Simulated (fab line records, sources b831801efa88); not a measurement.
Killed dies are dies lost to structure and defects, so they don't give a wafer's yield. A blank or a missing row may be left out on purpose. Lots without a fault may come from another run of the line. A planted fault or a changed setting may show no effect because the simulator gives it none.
Chamber matching | flow sky130 | SKY_PASSIVATION_CVD_02 on pecvd-02: 3 sister chambers
The step deposits Si3N4, target thk 540 nm. 14 wafers are shown with their chamber, then 7 later ones without.

WAFERS WITH THEIR CHAMBER
wafer  | chamber | heater_power_w (W)
L926.2 | 0       | 604
L926.3 | 0       | 644
L926.4 | 2       | 651
L927.3 | 0       | 576
L927.5 | 0       | 610
L927.6 | 2       | 731
L928.2 | 2       | 763
L928.3 | 2       | 783
L928.6 | 0       | 662
L940.1 | 0       | 529
L940.4 | 2       | 745
L940.5 | 1       | 801
L941.2 | 1       | 740
L941.5 | 1       | 766

SIGNATURES (means of the wafers above)
reading        | chamber 0 | chamber 1 | chamber 2 | scatter within a chamber
heater_power_w | 604.17    | 769.00    | 734.60    | 46.3
Rule: a wafer's distance from a chamber is the root of the sum, over the readings, of the square of ((its reading less the chamber's mean) divided by the reading's scatter). The wafer belongs to the nearest chamber; if the next one is less than 2 further off, it can't be placed. The scatter: the root of (the sum of the squares of (reading less its chamber's mean) over the shown wafers, divided by (wafers less chambers)).

WAFERS WITHOUT THEIR CHAMBER
wafer  | heater_power_w (W)
L941.6 | 516
L942.1 | 661
L942.3 | 851
L942.5 | 708
L946.1 | 781
L946.4 | 606
L946.6 | 636

WHICH CHAMBER EACH WENT THROUGH
wafer  | from the rows above          | in truth
L941.6 | 0                            | 0
L942.1 | can't be placed: 0 or 2 or 1 | 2
L942.3 | can't be placed: 1 or 2      | 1
L942.5 | can't be placed: 2 or 1 or 0 | 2
L946.1 | can't be placed: 1 or 2      | 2
L946.4 | 0                            | 0
L946.6 | can't be placed: 0 or 2      | 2
Placed correctly: 2 of 7. Can't be placed from these rows: 5 (the true chamber is among the candidates in 5). Placed wrongly: 0.
